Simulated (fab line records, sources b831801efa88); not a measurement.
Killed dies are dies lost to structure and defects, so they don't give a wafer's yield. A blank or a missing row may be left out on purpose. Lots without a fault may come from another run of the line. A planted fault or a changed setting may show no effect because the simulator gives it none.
fab line records | flow sky130
record lots=5 wafers=15 last_day=49
route steps=708 shown LI_CONTACT@383 LOCAL_INTERCONNECT@387 PAD_OPEN@708
lots that met no fault: from a run of the same line without faults
start_h: hours from the record's first day to the start of the lot's first wafer shown | wait_h: hours since the lot's step before | " the same as in the row above | L1.1+2: a row that stands for several wafers | - no value, or no start given | * or withheld: withheld | < > ~ a bound
route shown NAME@n: a module of which the file shows steps, and the number in the route of the first | usual: mean/standard deviation of fault-free wafers | same: alike in all rows | chamber/n: place in a boat | sites: the reading at each site | _std_site: their standard deviation | _edge_site: outer sites' mean less inner sites' | radius_mm: how far each site lies from the wafer's centre | mask NAME#n: copy n | behind: the tool/chamber that last shaped the wafer | hold: why the lot was held/for how many hours/how that ended | device: the transistor (n, p or np) that didn't switch | end of line: the same wafers' tests at the end of the route | a step without rows: its recipe alone | killed: dies lost to structure and defects at the first sort, not the wafer's yield | map: a wafer's dies, x killed, . not, _ none there
set.NAME: the setting as run; set.NAME@STEP: as run at that earlier step | model.NAME: the simulator's own value behind a step, which no gauge read
lots at some steps of the route; a table a step, a row a wafer
services: from which hour (start_h, from the record's first day; less than 0 if before it) a tool's chamber was out of use, for how many hours, and why
## steps
# step SKY_LI_CONTACT_CVD_21
# recipe material=W target_thk_nm=400 time_s=120.56 temp_c=400 pressure_torr=40
# usual heater_power_w=885/59
# columns lot.wafer tool chamber start_h wait_h heater_power_w
L415.1 cvd_w-01 1 677.76 0.0 887
L415.2 " 0 " " 918
L415.3 " 0 " " 926
L419.3 cvd_w-02 0 724.11 0.1 941
L419.4 " 1 " " 765
L419.5 " 0 " " 939
L430.1 cvd_w-01 0 808.68 0.0 926
L430.4 " 1 " " 910
L430.5 " 1 " " 895
L432.1 cvd_w-01 0 821.25 0.0 932
L432.2 " 1 " " 884
L432.6 " 0 " " 913
L433.3 cvd_w-02 1 823.97 0.1 811
L433.4 " 0 " " 942
L433.6 " 0 " " 947
# step SKY_LI_CONTACT_RS_MEAS_22
# recipe thk_meas_gauge=four-point-probe reads=W_of_LI_CONTACT_CVD_21+TiN_of_LI_CONTACT_SPUTTER_20+Ti_of_LI_CONTACT_SPUTTER_19
# usual LI_CONTACT_W_RS=0.284/0.0039
# columns lot.wafer tool chamber start_h wait_h LI_CONTACT_W_RS[ohm/sq]
L415.1 film_metro-03 - 677.89 0.1 0.287
L415.2 " - " " 0.285
L415.3 " - " " 0.283
L419.3 film_metro-04 - 724.23 0.1 0.282
L419.4 " - " " 0.291
L419.5 " - " " 0.277
L430.1 film_metro-04 - 808.80 0.1 0.284
L430.4 " - " " 0.281
L430.5 " - " " 0.283
L432.1 film_metro-03 - 821.38 0.1 0.286
L432.2 " - " " 0.287
L432.6 " - " " 0.284
L433.3 film_metro-03 - 824.09 0.1 0.285
L433.4 " - " " 0.275
L433.6 " - " " 0.275
# step SKY_LI_CONTACT_THK_MEAS_23
# recipe thk_meas_gauge=xrf reads=W_of_LI_CONTACT_CVD_21
# usual LI_CONTACT_W_THK=387/6.1
# columns lot.wafer tool chamber start_h wait_h LI_CONTACT_W_THK[nm]
L415.1 film_metro-03 - 678.01 0.1 380
L415.2 " - " " 386
L415.3 " - " " 385
L419.3 film_metro-04 - 724.33 0.1 388
L419.4 " - " " 378
L419.5 " - " " 394
L430.1 film_metro-04 - 808.92 0.1 387
L430.4 " - " " 392
L430.5 " - " " 388
L432.1 film_metro-03 - 821.50 0.1 383
L432.2 " - " " 379
L432.6 " - " " 383
L433.3 film_metro-03 - 824.19 0.1 383
L433.4 " - " " 399
L433.6 " - " " 400
# step SKY_LI_CONTACT_CMP_24
# recipe stop_on=PSG t_overpolish_s=20 down_force_psi=3.5 platen_rpm=61.46 target_thk_nm=0 pad_velocity_m_s=0.94248
# usual edge_zone_pressure_frac=1.000/0.0043 motor_current_A=11.6/1.5 overpolish_run_s=20.001/0.0088 time_to_endpoint_s=96/3.9
# columns lot.wafer tool chamber start_h wait_h edge_zone_pressure_frac motor_current_A overpolish_run_s time_to_endpoint_s
L415.2 cmp-02 0 678.12 0.1 1.000 13.5 19.989 99
L415.3 " 1 " " 1.001 11.2 20.003 98
L415.1 " 2 " " 0.996 9.7 19.990 100
L419.4 cmp-02 0 724.37 0.0 1.003 13.7 19.999 96
L419.3 " 2 " " 1.004 9.6 20.004 102
L419.5 " 1 " " 0.991 11.5 20.008 103
L430.1 cmp-01 2 809.03 0.1 1.000 11.3 19.990 91
L430.4 " 0 " " 1.000 13.3 20.016 88
L430.5 " 1 " " 1.005 11.2 20.025 95
L432.2 cmp-02 3 821.66 0.1 1.004 10.7 20.013 88
L432.1 " 0 " " 0.998 14.5 19.992 94
L432.6 " 1 " " 1.001 11.6 20.002 92
L433.4 cmp-02 1 824.62 0.4 0.998 11.1 19.988 100
L433.3 " 2 " " 0.994 9.4 20.005 100
L433.6 " 0 " " 0.997 14.0 20.001 97
# step SKY_LOCAL_INTERCONNECT_SPUTTER_00
# recipe material=TiN target_thk_nm=100 temp_c=300 power_w=6500 time_s=83.3 chamber_pressure_pa=0.4
# usual chamber_pressure_pa=0.3999/0.0008 throttle_valve_pct=30.1/1.2
# columns lot.wafer tool chamber start_h wait_h chamber_pressure_pa throttle_valve_pct
L415.1 pvd_sputter-01 - 678.37 0.1 0.3997 30.1
L415.2 " - " " 0.3993 31.3
L415.3 " - " " 0.4013 32.5
L419.3 pvd_sputter-04 - 724.67 0.1 0.3981 29.4
L419.4 " - " " 0.4000 29.5
L419.5 " - " " 0.4001 29.3
L430.1 pvd_sputter-01 - 809.28 0.2 0.3996 31.1
L430.4 " - " " 0.3987 28.6
L430.5 " - " " 0.3992 32.6
L432.1 pvd_sputter-04 - 821.86 0.1 0.4000 29.6
L432.2 " - " " 0.3989 29.9
L432.6 " - " " 0.3999 29.5
L433.3 pvd_sputter-01 - 824.82 0.1 0.3998 31.2
L433.4 " - " " 0.4005 30.1
L433.6 " - " " 0.3999 28.7
# step SKY_LOCAL_INTERCONNECT_RS_MEAS_01
# recipe thk_meas_gauge=four-point-probe reads=TiN_of_LOCAL_INTERCONNECT_SPUTTER_00
# usual LOCAL_INTERCONNECT_TIN_RS=14.07/0.18
# columns lot.wafer tool chamber start_h wait_h LOCAL_INTERCONNECT_TIN_RS[ohm/sq]
L415.1 film_metro-03 - 678.43 0.0 13.89
L415.2 " - " " 13.74
L415.3 " - " " 13.62
L419.3 film_metro-01 - 724.77 0.1 13.79
L419.4 " - " " 13.78
L419.5 " - " " 13.78
L430.1 film_metro-04 - 809.35 0.0 13.86
L430.4 " - " " 14.22
L430.5 " - " " 13.98
L432.1 film_metro-01 - 821.92 0.0 13.99
L432.2 " - " " 14.15
L432.6 " - " " 14.08
L433.3 film_metro-01 - 824.92 0.1 13.98
L433.4 " - " " 14.23
L433.6 " - " " 14.45
# step SKY_LOCAL_INTERCONNECT_THK_MEAS_02
# recipe thk_meas_gauge=xrf reads=TiN_of_LOCAL_INTERCONNECT_SPUTTER_00
# usual LOCAL_INTERCONNECT_TIN_THK=100.1/1.3
# columns lot.wafer tool chamber start_h wait_h LOCAL_INTERCONNECT_TIN_THK[nm]
L415.1 film_metro-03 - 678.55 0.1 102.0
L415.2 " - " " 103.1
L415.3 " - " " 103.7
L419.3 film_metro-01 - 724.87 0.1 102.1
L419.4 " - " " 101.9
L419.5 " - " " 101.7
L430.1 film_metro-04 - 809.47 0.1 101.2
L430.4 " - " " 98.8
L430.5 " - " " 100.5
L432.1 film_metro-01 - 822.04 0.1 100.8
L432.2 " - " " 99.7
L432.6 " - " " 100.1
L433.3 film_metro-01 - 825.02 0.1 101.1
L433.4 " - " " 99.4
L433.6 " - " " 97.3
# step SKY_LOCAL_INTERCONNECT_DEHYDRATE_03
# recipe temp_c=200 time_s=60
# step SKY_LOCAL_INTERCONNECT_HMDS_04
# recipe prime_time_s=60 prime_temp_c=120
# step SKY_LOCAL_INTERCONNECT_COAT_05
# recipe resist=BARC temp_c=withheld time_s=withheld spin_rpm=3000 resist_thk_nm=60
# step SKY_LOCAL_INTERCONNECT_COAT_06
# recipe resist=KrF-thick spin_rpm=3000 resist_thk_nm=450
# step SKY_LOCAL_INTERCONNECT_SOFTBAKE_07
# recipe temp_c=100 time_s=90 resist=KrF-thick
# step SKY_LOCAL_INTERCONNECT_EXPOSE_08
# recipe mask_id=LI1M na=0.8 source_shape=annular sigma_inner=0.55 sigma_outer=0.85 target_cd_nm=170 dose_mj=28
# columns lot.wafer tool chamber start_h wait_h mask
L415.1+2+3 krf_scanner-01 0 692.52 - LI1M#0
L419.3+4+5 krf_scanner-01 0 738.52 - LI1M#0
L430.1+4+5 krf_scanner-01 0 822.65 - LI1M#0
L432.1+2+6 krf_scanner-02 0 835.16 - LI1M#0
L433.3+4+6 krf_scanner-01 0 838.31 - LI1M#0
# step SKY_LOCAL_INTERCONNECT_PEB_09
# recipe peb_temp_c=withheld peb_time_s=withheld resist=KrF-thick
# step SKY_LOCAL_INTERCONNECT_DEVELOP_10
# recipe develop_time_s=60 resist=KrF-thick dev_temp_c=21
# step SKY_LOCAL_INTERCONNECT_CD_MEAS_11
# recipe target_cd_nm=170
# usual cd_nm=169.7/1.4
# columns lot.wafer tool chamber start_h wait_h cd_nm
L415.1 cd_sem-01 - 706.25 - 167.0
L415.2 " - " " 168.5
L415.3 " - " " 169.8
L419.3 cd_sem-02 - 751.90 - 115.3
L419.4 " - " " 169.8
L419.5 " - " " 117.1
L430.1 cd_sem-02 - 835.68 - 168.9
L430.4 " - " " 170.1
L430.5 " - " " 170.0
L432.1 cd_sem-01 - 847.88 - 169.7
L432.2 " - " " 168.6
L432.6 " - " " 170.3
L433.3 cd_sem-01 - 850.85 - 170.8
L433.4 " - " " 170.3
L433.6 " - " " 170.3
# step SKY_LOCAL_INTERCONNECT_OVL_MEAS_12
# usual LOCAL_INTERCONNECT_OVL=0/5.6
# columns lot.wafer tool chamber start_h wait_h LOCAL_INTERCONNECT_OVL[nm]
L415.1 overlay-01 - 706.37 0.1 5
L415.2 " - " " 11
L415.3 " - " " 6
L419.3 overlay-02 - 751.99 0.1 -1
L419.4 " - " " -4
L419.5 " - " " -2
L430.1 overlay-01 - 835.80 0.1 -1
L430.4 " - " " -3
L430.5 " - " " -2
L432.1 overlay-02 - 848.00 0.1 2
L432.2 " - " " 6
L432.6 " - " " 0
L433.3 overlay-02 - 850.95 0.1 -11
L433.4 " - " " 2
L433.6 " - " " -5
# step SKY_LOCAL_INTERCONNECT_ETCH_13
# recipe chemistry=N2/H2 target=BARC ion_energy_ev=200 bias_w=100 pressure_mtorr=30 n2_flow_sccm=100 h2_flow_sccm=200 icp_w=500 stop_on=SiO2 time_s=45.9 target_depth_a=600
# usual bias_w=100.01/0.29 chamber_pressure_mTorr=30.00/0.031 drypump_motor_current_A=5.9/0.53 oes_product_au=0.854/0.005 throttle_valve_pct=13.223/0.009
# columns lot.wafer tool chamber start_h wait_h bias_w chamber_pressure_mTorr drypump_motor_current_A oes_product_au rf_hours_counter_h throttle_valve_pct model.LOCAL_INTERCONNECT.cd_nm
L415.1 rie_metal-03 1 706.40 0.0 100.02 30.04 6.3 0.849 6 13.229 165.7
L415.2 " 0 " " 99.58 30.01 6.0 0.847 9 13.222 168.8
L415.3 " 1 " " 99.63 29.98 6.2 0.844 - 13.228 168.6
L419.3 rie_metal-02 0 752.06 0.1 99.82 29.96 5.0 0.856 - 13.218 115.9
L419.4 " 0 " " 100.44 29.92 5.0 0.850 - 13.225 170.8
L419.5 " 0 " " 99.73 30.02 5.0 0.851 - 13.204 117.5
L430.1 rie_metal-01 0 835.84 0.0 100.29 29.98 6.1 0.861 1 13.228 169.3
L430.4 " 0 " " 100.07 29.96 6.1 0.854 - 13.219 170.1
L430.5 " 1 " " 99.35 30.00 6.0 0.854 - 13.225 170.1
L432.1 rie_metal-03 0 848.04 0.0 100.56 30.03 6.0 0.862 13 13.225 169.6
L432.2 " 1 " " 99.86 30.09 6.3 0.857 10 13.229 167.1
L432.6 " 0 " " 100.69 30.02 6.1 0.861 - 13.213 169.9
L433.3 rie_metal-02 1 850.99 0.0 99.97 30.03 6.6 0.863 - 13.228 170
L433.4 " 0 " " 100.09 30.00 5.0 0.854 - 13.219 170.2
L433.6 " 1 " " 99.61 30.00 6.5 0.862 - 13.225 169.3
# step SKY_LOCAL_INTERCONNECT_METAL_ETCH_14
# recipe target_depth_nm=110 stop_on=PSG chemistry=Cl2/BCl3 target=TiN resist_sidewall_deg=88 pressure_mtorr=10 icp_w=900 bias_w=48.5 Cl2_flow_sccm=60 bcl3_flow_sccm=30 time_s=31.4
# usual bias_w=48.52/0.14 chamber_pressure_mTorr=9.999/0.0092 drypump_motor_current_A=5.9/0.53 oes_product_au=0.943/0.0077 throttle_valve_pct=21.900/0.0096
# columns lot.wafer tool chamber start_h wait_h bias_w chamber_pressure_mTorr drypump_motor_current_A oes_product_au rf_hours_counter_h throttle_valve_pct model.LOCAL_INTERCONNECT.cd_nm
L415.1 rie_metal-03 1 706.47 0.0 48.61 9.996 6.3 0.943 6 21.910 166.6
L415.2 " 0 " " 48.48 10.007 6.0 0.951 9 21.880 168.6
L415.3 " 1 " " 48.66 10.001 6.2 0.958 - 21.890 169.9
L419.3 rie_metal-02 0 752.18 0.1 48.55 9.998 5.0 0.951 - 21.902 116
L419.4 " 0 " " 48.62 9.997 5.0 0.957 - 21.895 171
L419.5 " 0 " " 48.31 9.988 5.0 0.948 - 21.883 117.1
L430.1 rie_metal-01 0 835.90 0.0 48.47 9.991 6.0 0.944 1 21.888 169.2
L430.4 " 0 " " 48.52 9.982 6.0 0.934 - 21.899 170.5
L430.5 " 1 " " 48.40 9.996 6.0 0.936 - 21.897 169.6
L432.1 rie_metal-03 0 848.10 0.0 48.76 10.001 6.0 0.944 13 21.914 168.8
L432.2 " 1 " " 48.60 10.023 6.2 0.942 10 21.887 166.8
L432.6 " 0 " " 48.62 9.997 6.0 0.942 - 21.902 169.1
L433.3 rie_metal-02 1 851.05 0.0 48.41 9.999 6.6 0.946 - 21.901 168.5
L433.4 " 0 " " 48.42 9.998 5.0 0.938 - 21.911 170.8
L433.6 " 1 " " 48.70 9.991 6.6 0.931 - 21.914 167.7
# step SKY_LOCAL_INTERCONNECT_STRIP_15
# recipe chemistry=O2/N2 power_w=1400 pressure_mtorr=1500 platen_temp_c=withheld o2_flow_sccm=3000 n2_flow_sccm=300 overash_fraction=0.5
# usual chamber_pressure_mTorr=1499.9/1.4 drypump_motor_current_A=5.8/0.57 oes_product_au=0.427/0.0046 strip_time_to_endpoint_s=4.729/0.022
# columns lot.wafer tool chamber start_h wait_h chamber_pressure_mTorr drypump_motor_current_A oes_product_au rf_hours_counter_h strip_time_to_endpoint_s
L415.1 plasma_asher-04 1 706.52 0.0 1500.1 6.2 0.425 28 4.713
L415.2 " 0 " " 1499.4 6.5 0.425 28 4.762
L415.3 " 1 " " 1501.6 6.2 0.417 - 4.723
L419.3 plasma_asher-01 0 752.28 0.1 1503.0 4.8 0.427 - 4.712
L419.4 " 1 " " 1500.3 6.2 0.430 - 4.743
L419.5 " 0 " " 1500.9 4.8 0.428 - 4.725
L430.1 plasma_asher-01 1 835.95 0.0 1497.7 6.2 0.436 9 4.738
L430.4 " 1 " " 1498.7 6.2 0.435 - 4.744
L430.5 " 0 " " 1501.8 4.8 0.425 - 4.729
L432.1 plasma_asher-04 1 848.15 0.0 1501.2 6.1 0.428 41 4.740
L432.2 " 0 " " 1502.3 6.4 0.427 41 4.708
L432.6 " 0 " " 1497.0 6.5 0.422 - 4.741
L433.3 plasma_asher-01 0 851.12 0.1 1500.6 4.8 0.426 - 4.754
L433.4 " 1 " " 1500.1 6.3 0.423 - 4.714
L433.6 " 0 " " 1499.2 4.8 0.434 - 4.760
# step SKY_PAD_OPEN_PROBE_99
# usual killed_at_M0_to_M3=43/6.4 killed_at_M4_up=3.5/1.8 killed_at_contacts=25/5.7 killed_at_front_end=15/3.9 killed_at_other=0.3/0.67 killed_dies=87/8.6 killed_on_rim=17/3.9 killed_open=47/6.7 killed_short=39/5.9
# same gross_dies=492 killed_at_back_side=0
# columns lot.wafer tool chamber start_h wait_h killed_at_M0_to_M3 killed_at_M4_up killed_at_contacts killed_at_front_end killed_at_other killed_dies killed_on_rim killed_open killed_short
L415.1 prober-01 - 1074.53 0.1 34 3 30 19 0 86 17 49 36
L415.2 prober-01 - 1074.58 0.1 49 3 23 9 0 84 17 44 39
L415.3 prober-01 - 1074.63 0.2 36 5 27 15 0 83 17 46 36
L419.3 prober-01 - 1109.23 0.2 47 5 429 11 0 492 96 41 42
L419.4 prober-01 - 1109.28 0.2 38 6 26 12 1 83 18 45 38
L419.5 prober-01 - 1109.33 0.2 47 8 428 9 0 492 96 47 46
L430.1 prober-02 - 1170.60 0.1 52 3 27 14 1 97 22 52 45
L430.4 prober-02 - 1170.75 0.2 43 3 26 18 0 90 17 55 35
L430.5 prober-02 - 1170.80 0.2 48 4 19 20 0 91 20 46 45
L432.1 prober-02 - 1178.02 0.1 34 7 21 10 0 72 14 39 33
L432.2 prober-02 - 1178.07 0.1 51 4 20 14 0 89 20 53 35
L432.6 prober-02 - 1178.27 0.2 41 3 16 20 0 80 20 43 37
L433.3 prober-01 - 1180.19 0.2 44 6 24 12 0 86 13 42 44
L433.4 prober-01 - 1180.24 0.2 41 6 36 14 0 97 22 44 52
L433.6 prober-01 - 1180.34 0.2 43 5 29 13 0 90 17 54 36
# killed by level:class
L415.1 CONTACT:geometric_particle:open=14 VIA1:geometric_particle:open=7 VIA2:geometric_particle:open=6 POLY_GATE:geometric_particle:open=5 LOCAL_INTERCONNECT:geometric_particle:short=5 METAL2:geometric_particle:short=5 METAL3:geometric_particle:short=4 CONTACT:geometric_particle:short=4
L415.2 VIA2:geometric_particle:open=11 CONTACT:geometric_particle:open=10 VIA1:geometric_particle:open=7 METAL2:geometric_particle:short=7 METAL1:geometric_particle:short=6 LI_CONTACT:geometric_particle:open=5 CONTACT:geometric_particle:short=4 VIA2:geometric_particle:short=4
L415.3 CONTACT:geometric_particle:open=12 FIELD_ISO:geometric_particle:open=7 CONTACT:geometric_particle:short=6 VIA1:geometric_particle:open=6 LI_CONTACT:geometric_particle:open=5 METAL1:geometric_particle:short=5 METAL4:geometric_particle:short=5 METAL2:geometric_particle:short=5
L419.3 LOCAL_INTERCONNECT:area_expose=409 VIA1:geometric_particle:open=10 CONTACT:geometric_particle:open=9 VIA2:geometric_particle:open=6 VIA3:geometric_particle:open=6 VIA3:geometric_particle:short=6 POLY_GATE:geometric_particle:short=5 METAL2:geometric_particle:short=5
L419.4 VIA3:geometric_particle:open=8 LI_CONTACT:geometric_particle:open=7 LOCAL_INTERCONNECT:geometric_particle:short=6 VIA1:geometric_particle:open=6 FIELD_ISO:geometric_particle:open=5 CONTACT:geometric_particle:short=5 CONTACT:geometric_particle:open=5 METAL2:geometric_particle:short=5
L419.5 LOCAL_INTERCONNECT:area_expose=398 CONTACT:geometric_particle:open=13 VIA3:geometric_particle:open=9 METAL1:geometric_particle:short=7 VIA1:geometric_particle:short=6 VIA1:geometric_particle:open=6 METAL4:geometric_particle:short=6 LI_CONTACT:geometric_particle:open=5
L430.1 VIA2:geometric_particle:open=11 LI_CONTACT:geometric_particle:open=9 CONTACT:geometric_particle:open=9 METAL1:geometric_particle:short=9 METAL2:geometric_particle:short=8 VIA3:geometric_particle:open=8 VIA1:geometric_particle:open=6 VIA2:geometric_particle:short=5
L430.4 LI_CONTACT:geometric_particle:open=14 VIA1:geometric_particle:open=10 FIELD_ISO:geometric_particle:open=9 VIA3:geometric_particle:open=7 VIA2:geometric_particle:open=6 VIA3:geometric_particle:short=4 POLY_GATE:geometric_particle:short=4 CONTACT:geometric_particle:open=4
L430.5 CONTACT:geometric_particle:open=8 VIA3:geometric_particle:open=8 FIELD_ISO:geometric_particle:open=6 METAL1:geometric_particle:short=6 LI_CONTACT:geometric_particle:open=5 VIA1:geometric_particle:short=5 VIA1:geometric_particle:open=5 METAL3:geometric_particle:short=5
L432.1 VIA1:geometric_particle:open=7 CONTACT:geometric_particle:open=7 LI_CONTACT:geometric_particle:open=6 VIA2:geometric_particle:open=6 METAL4:geometric_particle:short=6 VIA1:geometric_particle:short=5 VIA3:geometric_particle:short=5 LI_CONTACT:geometric_particle:short=4
L432.2 VIA1:geometric_particle:open=14 METAL2:geometric_particle:short=10 VIA2:geometric_particle:open=10 CONTACT:geometric_particle:open=9 VIA3:geometric_particle:open=7 FIELD_ISO:geometric_particle:open=5 LI_CONTACT:geometric_particle:open=5 VIA1:geometric_particle:short=4
L432.6 VIA1:geometric_particle:open=10 METAL2:geometric_particle:short=10 CONTACT:geometric_particle:open=8 METAL1:geometric_particle:short=5 POLY_CUT:geometric_particle:open=5 VIA1:geometric_particle:short=4 VIA3:geometric_particle:open=4 FIELD_ISO:geometric_particle:open=3
L433.3 VIA1:geometric_particle:open=9 CONTACT:geometric_particle:short=8 METAL2:geometric_particle:short=8 VIA2:geometric_particle:open=7 CONTACT:geometric_particle:open=6 LOCAL_INTERCONNECT:geometric_particle:short=5 METAL1:geometric_particle:short=4 VIA2:geometric_particle:short=4
L433.4 LOCAL_INTERCONNECT:geometric_particle:short=11 CONTACT:geometric_particle:open=10 VIA1:geometric_particle:open=8 METAL1:geometric_particle:short=7 LI_CONTACT:geometric_particle:open=7 METAL2:geometric_particle:short=6 CONTACT:geometric_particle:short=5 FIELD_ISO:geometric_particle:short=4
L433.6 VIA1:geometric_particle:open=13 CONTACT:geometric_particle:open=10 VIA3:geometric_particle:open=9 LOCAL_INTERCONNECT:geometric_particle:short=7 LI_CONTACT:geometric_particle:open=5 METAL1:geometric_particle:short=5 CONTACT:geometric_particle:short=4 FIELD_ISO:geometric_particle:open=3
# map L419.3 (x killed, . not)
__________xxxxxxxxxx_________
________xxxxxxxxxxxxxx_______
______xxxxxxxxxxxxxxxxxx_____
_____xxxxxxxxxxxxxxxxxxxx____
____xxxxxxxxxxxxxxxxxxxxxx___
___xxxxxxxxxxxxxxxxxxxxxxxx__
__xxxxxxxxxxxxxxxxxxxxxxxxxx_
_xxxxxxxxxxxxxxxxxxxxxxxxxxxx
_xxxxxxxxxxxxxxxxxxxxxxxxxxxx
_xxxxxxxxxxxxxxxxxxxxxxxxxxxx
_xxxxxxxxxxxxxxxxxxxxxxxxxxxx
_xxxxxxxxxxxxxxxxxxxxxxxxxxxx
_xxxxxxxxxxxxxxxxxxxxxxxxxxxx
_xxxxxxxxxxxxxxxxxxxxxxxxxxxx
_xxxxxxxxxxxxxxxxxxxxxxxxxxxx
__xxxxxxxxxxxxxxxxxxxxxxxxxx_
___xxxxxxxxxxxxxxxxxxxxxxxx__
____xxxxxxxxxxxxxxxxxxxxxx___
_____xxxxxxxxxxxxxxxxxxxx____
______xxxxxxxxxxxxxxxxxx_____
________xxxxxxxxxxxxxx_______
__________xxxxxxxxxx_________
# map L433.4 (x killed, . not)
__________x.....x..._________
________...x.x....xx.x_______
______.......xx..x......_____
_____....x......x........____
____....x..x.........x..x.___
___...........x.....x..xx..__
__x..............x...x.x...._
_.xx.....xx...x...x...x...x..
_..x.x...x.....xx.x.......xxx
_..x...........xx.....xx..x..
_...x.......x..x......x...x..
_x........x.........x...x...x
_...........x.xxx..xx........
_xx...........x....x........x
_........xx...............x..
__..............x.x.....x..x_
___x..x...xx.x.......xx..x.__
____x...x..x......x.x.....___
_____.x..................____
______x..x.......x....x._____
________...x.........x_______
__________.x..x....._________
## services
# columns tool chamber start_h hours kind
krf_scanner-01 - 659.37 1.3 pm
cvd_w-01 0 661.98 2.4 repair
rie_metal-02 - 677.22 2.1 repair
rie_metal-03 - 690.97 10.0 pm
krf_scanner-01 - 697.80 1.2 repair
krf_scanner-01 - 699.62 1.5 repair
krf_scanner-01 - 709.88 0.2 repair
cmp-02 - 718.43 3.5 pm
cvd_w-01 - 722.39 2.5 repair
plasma_asher-04 - 729.52 6.2 repair
pvd_sputter-04 - 730.41 1.4 repair
plasma_asher-04 - 731.12 1.5 repair
krf_scanner-01 - 733.47 1.0 pm
plasma_asher-01 - 733.75 9.0 pm
rie_metal-01 1 737.83 6.8 repair
cmp-02 - 738.70 1.0 repair
rie_metal-01 0 758.57 5.9 repair
plasma_asher-04 - 759.80 0.3 repair
krf_scanner-01 - 780.48 0.8 pm
plasma_asher-01 - 782.45 0.7 repair
krf_scanner-01 - 787.71 4.0 pm
cmp-02 - 791.90 0.3 repair
plasma_asher-01 - 827.52 0.8 repair
krf_scanner-01 - 835.38 1.3 pm
## key
first_sign step=SKY_LOCAL_INTERCONNECT_CD_MEAS_11 reading=cd_nm direction=down sigmas=38 usual=169.7 struck=116.2
effect step=SKY_PAD_OPEN_PROBE_99 reading=killed_at_contacts direction=up sigmas=71 usual=25 struck=428
model_effect step=SKY_LOCAL_INTERCONNECT_ETCH_13 value=LOCAL_INTERCONNECT.cd_nm without=170.8 struck=116.7
model_effect step=SKY_LOCAL_INTERCONNECT_METAL_ETCH_14 value=LOCAL_INTERCONNECT.cd_nm without=170.7 struck=116.6
more_kills_born_at SKY_LOCAL_INTERCONNECT_EXPOSE_08@krf_scanner-01=807
met_at SKY_LOCAL_INTERCONNECT_EXPOSE_08
struck_wafers L419.3,L419.5
later_rows_left_out L419.3,L419.5
tester_left_out L419
onset_between 692.52 738.52
fault kind=process_parameter_drift tool=krf_scanner-01 chamber=- onset_h=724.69 steps=SKY_LOCAL_INTERCONNECT_EXPOSE_08 channel=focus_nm offset=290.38 shape=step end_h=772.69 scope=struck_wafers_only
# tester_left_out: of these lots the tester's yield and bins aren't shown, on N5 and GAA mostly nor the transistor test; their killed dies are dies lost to structure and defects alone, not to doping, threshold or leakage, so they don't give the yield
# later_rows_left_out: the simulator's readings of these wafers behind a module that went badly wrong aren't trusted and aren't shown, but for the sort
